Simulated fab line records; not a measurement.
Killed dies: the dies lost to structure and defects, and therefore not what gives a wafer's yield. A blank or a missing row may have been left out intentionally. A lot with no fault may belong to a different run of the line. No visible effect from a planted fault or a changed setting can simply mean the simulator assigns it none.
What tool caused it? || flow gf180mcu || 12 lots, 34 wafers sampled, at 1 step of a route of 602

== WHAT THE GAUGES SHOWED, per wafer ==
GF_M3_OVL_MEAS_15.
{"lot": "L927", "measured": "day 21 14:36", "on": "overlay-01", "M3_OVL (nm)": "6 3 -2"}
{"lot": "L929", "measured": "day 22 07:17", "on": "overlay-01", "M3_OVL (nm)": "-8 4 -3"}
{"lot": "L931", "measured": "day 23 01:39", "on": "overlay-01", "M3_OVL (nm)": "-5 5 -5"}
{"lot": "L932", "measured": "day 23 12:11", "on": "overlay-01", "M3_OVL (nm)": "-2 -2 -1"}
{"lot": "L934", "measured": "day 23 22:04", "on": "overlay-01", "M3_OVL (nm)": "0 -1 -6"}
{"lot": "L943", "measured": "day 27 10:05", "on": "overlay-01", "M3_OVL (nm)": "4 5"}
{"lot": "L944", "measured": "day 27 12:57", "on": "overlay-01", "M3_OVL (nm)": "1 -1"}
{"lot": "L945", "measured": "day 27 18:00", "on": "overlay-01", "M3_OVL (nm)": "2 0 -2"}
{"lot": "L947", "measured": "day 28 08:47", "on": "overlay-02", "M3_OVL (nm)": "0 -2 1"}
{"lot": "L948", "measured": "day 28 12:11", "on": "overlay-01", "M3_OVL (nm)": "8 10 4"}
{"lot": "L949", "measured": "day 28 17:20", "on": "overlay-02", "M3_OVL (nm)": "-1 -9 2"}
{"lot": "L950", "measured": "day 29 06:11", "on": "overlay-01", "M3_OVL (nm)": "9 3 10"}

== WHICH TOOL RAN EACH LOT (tool, then ch and the chambers of the sampled wafers, then the start) ==
The record shows no process step preceding these readings.

== WHAT THE TOOLS THEMSELVES READ (means of the sampled wafers that have a number; where no wafer has one, the mark that the record gives instead) ==
The record holds no such reading with a usual standard deviation.

== THE ANSWER, worked out from the rows above alone ==
Rule: the usual values come from the lots themselves. Put in order of their means at a reading, lots are off if they are a third of the lots or fewer, leave a main group of 4 or more, and stand apart from it by a gap of 3 or more times the standard deviation of the main group's means; of several such gaps the widest counts. The tables above print the reading to a certain number of digits; a main group whose means all agree to those digits is not used. A lot without any number at a reading at which 4 lots or more have one is off too. All remaining lots with rows at the step are treated as sound. First the gauges in route order, then the tools' own readings, where a lot's mean is used as printed above. The first step at which some lot is off is used, and at that step the reading that is off furthest; a lot without a number counts as furthest.
No lot is off at any reading shown: from this, nothing can be told.

== WHAT THE SIMULATOR HAD PUT IN ==
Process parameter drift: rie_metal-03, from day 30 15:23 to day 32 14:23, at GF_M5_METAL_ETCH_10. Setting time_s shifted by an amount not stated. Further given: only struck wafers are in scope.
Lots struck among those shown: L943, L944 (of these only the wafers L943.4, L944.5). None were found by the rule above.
